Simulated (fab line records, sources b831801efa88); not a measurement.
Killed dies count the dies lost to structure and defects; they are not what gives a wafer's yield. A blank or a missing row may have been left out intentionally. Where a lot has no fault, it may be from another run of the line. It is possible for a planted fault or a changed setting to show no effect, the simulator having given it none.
The tool behind it: which one? :: flow gf180mcu :: Sampling: 14 lots, 42 wafers, 5 of 602 route steps

## WHAT THE GAUGES SHOWED, per wafer
GF_MVPSD_OVL_MEAS_07.
lot: L608
measured: day 5 03:27
on: overlay-01
MVPSD_OVL (nm): -0.3 -0.4 -0.3

lot: L609
measured: day 5 08:19
on: overlay-01
MVPSD_OVL (nm): -4.1 -4.3 -2.7

lot: L610
measured: day 5 12:26
on: overlay-02
MVPSD_OVL (nm): 1.7 2.3 3.2

lot: L611
measured: day 5 22:16
on: overlay-01
MVPSD_OVL (nm): -0.2 -0.8 -2.5

lot: L617
measured: day 7 07:11
on: overlay-01
MVPSD_OVL (nm): -1.3 -0.8 1.6

lot: L618
measured: day 7 10:56
on: overlay-02
MVPSD_OVL (nm): 1.6 -0.2 -1.0

lot: L622
measured: day 8 11:50
on: overlay-01
MVPSD_OVL (nm): -1.4 -1.3 -3.1

lot: L625
measured: day 9 06:00
on: overlay-01
MVPSD_OVL (nm): -2.0 -2.2 -0.2

lot: L626
measured: day 9 10:50
on: overlay-01
MVPSD_OVL (nm): -0.3 0.3 0.0

lot: L627
measured: day 9 17:05
on: overlay-01
MVPSD_OVL (nm): -0.3 -1.6 -1.3

lot: L628
measured: day 9 23:29
on: overlay-01
MVPSD_OVL (nm): 0.8 0.8 1.1

lot: L629
measured: day 10 06:53
on: overlay-01
MVPSD_OVL (nm): -2.4 -2.7 -2.6

lot: L630
measured: day 10 10:02
on: overlay-01
MVPSD_OVL (nm): 0.9 0.0 1.1

lot: L631
measured: day 10 19:59
on: overlay-02
MVPSD_OVL (nm): -2.4 -1.7 -1.5

GF_SAB_THK_MEAS_01.
lot: L608
measured: day 14 07:16
on: film-metro-02
SAB_CVD_00_THK (nm): 49.0 50.5 50.5

lot: L609
measured: day 14 15:40
on: film-metro-02
SAB_CVD_00_THK (nm): 50.7 50.1 50.6

lot: L610
measured: day 14 18:42
on: film-metro-04
SAB_CVD_00_THK (nm): 49.4 49.5 50.1

lot: L611
measured: day 15 13:10
on: film-metro-01
SAB_CVD_00_THK (nm): 49.7 50.9 50.8

lot: L617
measured: day 17 10:58
on: film-metro-02
SAB_CVD_00_THK (nm): 49.5 68.2 51.3

lot: L618
measured: day 17 20:00
on: film-metro-04
SAB_CVD_00_THK (nm): 50.2 50.7 68.8

lot: L622
measured: day 19 01:49
on: film-metro-02
SAB_CVD_00_THK (nm): 50.1 49.5 50.4

lot: L625
measured: day 20 04:24
on: film-metro-02
SAB_CVD_00_THK (nm): 49.8 50.2 50.7

lot: L626
measured: day 20 11:58
on: film-metro-02
SAB_CVD_00_THK (nm): 48.8 50.1 50.5

lot: L627
measured: day 20 20:47
on: film-metro-02
SAB_CVD_00_THK (nm): 50.3 49.7 50.1

lot: L628
measured: day 21 11:11
on: film-metro-01
SAB_CVD_00_THK (nm): 49.3 50.5 49.9

lot: L629
measured: day 21 15:08
on: film-metro-02
SAB_CVD_00_THK (nm): 49.6 50.7 50.0

lot: L630
measured: day 21 17:49
on: film-metro-02
SAB_CVD_00_THK (nm): 49.9 50.2 50.7

lot: L631
measured: day 22 05:37
on: film-metro-01
SAB_CVD_00_THK (nm): 50.2 50.5 50.1

GF_CONTACT_CD_MEAS_14: the cd target is 220 nm.
lot: L608
measured: day 16 03:10
on: cd-sem-01
cd-nm (nm): 219.7 220.9 220.3

lot: L609
measured: day 16 12:22
on: cd-sem-02
cd-nm (nm): 216.8 218.4 217.6

lot: L610
measured: day 16 15:15
on: cd-sem-02
cd-nm (nm): 218.9 219.9 218.5

lot: L611
measured: day 17 11:32
on: cd-sem-02
cd-nm (nm): 220.0 219.8 220.6

lot: L617
measured: day 19 11:50
on: cd-sem-01
cd-nm (nm): 218.7 218.1 219.5

lot: L618
measured: day 19 22:23
on: cd-sem-02
cd-nm (nm): 221.9 222.1 221.1

lot: L622
measured: day 21 03:21
on: cd-sem-01
cd-nm (nm): 220.4 219.8 221.1

lot: L625
measured: day 22 05:04
on: cd-sem-01
cd-nm (nm): 224.6 223.5 224.7

lot: L626
measured: day 22 12:40
on: cd-sem-02
cd-nm (nm): 220.1 219.0 218.8

lot: L627
measured: day 22 21:28
on: cd-sem-02
cd-nm (nm): 219.5 218.8 219.8

lot: L628
measured: day 23 11:31
on: cd-sem-01
cd-nm (nm): 220.7 221.9 220.0

lot: L629
measured: day 23 15:11
on: cd-sem-01
cd-nm (nm): 220.1 222.5 221.7

lot: L630
measured: day 23 16:47
on: cd-sem-01
cd-nm (nm): 217.5 218.5 217.8

lot: L631
measured: day 24 04:50
on: cd-sem-01
cd-nm (nm): 221.7 221.5 221.9

## EACH LOT AND THE TOOL THAT RAN IT (in order: tool; ch and the chambers of the sampled wafers; start)
lot: L608
GF_SAB_CVD_00: pecvd-03 ch 0,2, day 14 07:13
GF_SAB_ETCH_11: rie-diel-04 ch 0,3, day 15 04:05

lot: L609
GF_SAB_CVD_00: pecvd-01 ch 0,1,2, day 14 15:35
GF_SAB_ETCH_11: rie-diel-04 ch 0,2,3, day 15 12:49

lot: L610
GF_SAB_CVD_00: pecvd-03 ch 1,2, day 14 18:40
GF_SAB_ETCH_11: rie-diel-01 ch 1,2,3, day 15 15:40

lot: L611
GF_SAB_CVD_00: pecvd-01 ch 0,2, day 15 13:08
GF_SAB_ETCH_11: rie-diel-01 ch 1,2, day 16 11:02

lot: L617
GF_SAB_CVD_00: pecvd-02 ch 0,1,2, day 17 10:56
GF_SAB_ETCH_11: rie-diel-04 ch 1,2,3, day 18 09:58

lot: L618
GF_SAB_CVD_00: pecvd-02 ch 0,2, day 17 19:59
GF_SAB_ETCH_11: rie-diel-02 ch 2,3, day 18 20:01

lot: L622
GF_SAB_CVD_00: pecvd-01 ch 0,1,2, day 19 01:47
GF_SAB_ETCH_11: rie-diel-04 ch 1,2,3, day 20 01:41

lot: L625
GF_SAB_CVD_00: pecvd-01 ch 0,1,2, day 20 04:22
GF_SAB_ETCH_11: rie-diel-04 ch 1,2, day 21 04:20

lot: L626
GF_SAB_CVD_00: pecvd-03 ch 0,1,2, day 20 11:56
GF_SAB_ETCH_11: rie-diel-02 ch 1,3, day 21 11:44

lot: L627
GF_SAB_CVD_00: pecvd-03 ch 0,2, day 20 20:46
GF_SAB_ETCH_11: rie-diel-01 ch 0,1,3, day 21 20:31

lot: L628
GF_SAB_CVD_00: pecvd-01 ch 0,2, day 21 11:08
GF_SAB_ETCH_11: rie-diel-02 ch 0,2, day 22 11:02

lot: L629
GF_SAB_CVD_00: pecvd-03 ch 1,2, day 21 15:07
GF_SAB_ETCH_11: rie-diel-01 ch 0,3, day 22 14:38

lot: L630
GF_SAB_CVD_00: pecvd-02 ch 0,2, day 21 17:47
GF_SAB_ETCH_11: rie-diel-01 ch 2,3, day 22 16:53

lot: L631
GF_SAB_CVD_00: pecvd-03 ch 1,2, day 22 05:35
GF_SAB_ETCH_11: rie-diel-04 ch 0,2, day 23 04:44
- GF_SAB_CVD_00: deposits SiO2 from TEOS, target thk 50 nm, time 4.9302 s.
- GF_SAB_ETCH_11: etches SiO2 in C4F8/O2/Ar, target depth 55 nm, time 8.5 s.

## AS READ BY THE TOOLS THEMSELVES (means over the sampled wafers that have a number; for cases with no such wafer, the mark the record gives instead)
GF_SAB_CVD_00.
lot: L608
tool: pecvd-03
heater-power-w (W): 631

lot: L609
tool: pecvd-01
heater-power-w (W): 570

lot: L610
tool: pecvd-03
heater-power-w (W): 590

lot: L611
tool: pecvd-01
heater-power-w (W): 559

lot: L617
tool: pecvd-02
heater-power-w (W): 697

lot: L618
tool: pecvd-02
heater-power-w (W): 674

lot: L622
tool: pecvd-01
heater-power-w (W): 510

lot: L625
tool: pecvd-01
heater-power-w (W): 531

lot: L626
tool: pecvd-03
heater-power-w (W): 574

lot: L627
tool: pecvd-03
heater-power-w (W): 627

lot: L628
tool: pecvd-01
heater-power-w (W): 513

lot: L629
tool: pecvd-03
heater-power-w (W): 590

lot: L630
tool: pecvd-02
heater-power-w (W): 736

lot: L631
tool: pecvd-03
heater-power-w (W): 596

GF_SAB_ETCH_11.
lot: L608
tool: rie-diel-04
bias-w (W): 1203
oes-product-au (a.u.): 1.007

lot: L609
tool: rie-diel-04
bias-w (W): 1203
oes-product-au (a.u.): 1.008

lot: L610
tool: rie-diel-01
bias-w (W): 1197
oes-product-au (a.u.): 1.006

lot: L611
tool: rie-diel-01
bias-w (W): 1201
oes-product-au (a.u.): 0.999

lot: L617
tool: rie-diel-04
bias-w (W): 1201
oes-product-au (a.u.): 0.996

lot: L618
tool: rie-diel-02
bias-w (W): 1201
oes-product-au (a.u.): 0.997

lot: L622
tool: rie-diel-04
bias-w (W): 1197
oes-product-au (a.u.): 0.997

lot: L625
tool: rie-diel-04
bias-w (W): 1201
oes-product-au (a.u.): 0.990

lot: L626
tool: rie-diel-02
bias-w (W): 1198
oes-product-au (a.u.): 1.016

lot: L627
tool: rie-diel-01
bias-w (W): 1201
oes-product-au (a.u.): 1.005

lot: L628
tool: rie-diel-02
bias-w (W): 1199
oes-product-au (a.u.): 1.005

lot: L629
tool: rie-diel-01
bias-w (W): 1201
oes-product-au (a.u.): 0.991

lot: L630
tool: rie-diel-01
bias-w (W): 1198
oes-product-au (a.u.): 1.001

lot: L631
tool: rie-diel-04
bias-w (W): 1200
oes-product-au (a.u.): 1.001

## THE ANSWER, worked out from the rows above alone
Rule: the usual values come from the lots themselves. The widest of any qualifying gaps counts: lots, ordered by their means at a reading, are off when they make up no more than a third of the lots, leave a main group of 4 or more, and stand apart from it by 3 or more times the standard deviation of that group's means. A main group whose means are all the same, to the digits that the tables above print for the reading, isn't used. Also off: a lot with no number at a reading for which 4 or more lots have one. Where the step has rows for the other lots, those lots are counted as sound. Order of review: gauges by route order, followed by the tools' own readings, for which a lot's mean as printed above is used. At the first step where some lot is off, the reading lying furthest off is the one used; lots without a number count as furthest.
Off: at GF_SAB_THK_MEAS_01 (SAB_CVD_00_THK), L617, L618. The main group: mean 50.1 nm, standard deviation 0.24.
If a tool, at a process step before that reading, ran all the lots that are off and no sound lot after the first of them, it fits. The gauges at GF_SAB_THK_MEAS_01 are tried like those tools. Of those tried, none fits.

## WHAT THE SIMULATOR PUT IN
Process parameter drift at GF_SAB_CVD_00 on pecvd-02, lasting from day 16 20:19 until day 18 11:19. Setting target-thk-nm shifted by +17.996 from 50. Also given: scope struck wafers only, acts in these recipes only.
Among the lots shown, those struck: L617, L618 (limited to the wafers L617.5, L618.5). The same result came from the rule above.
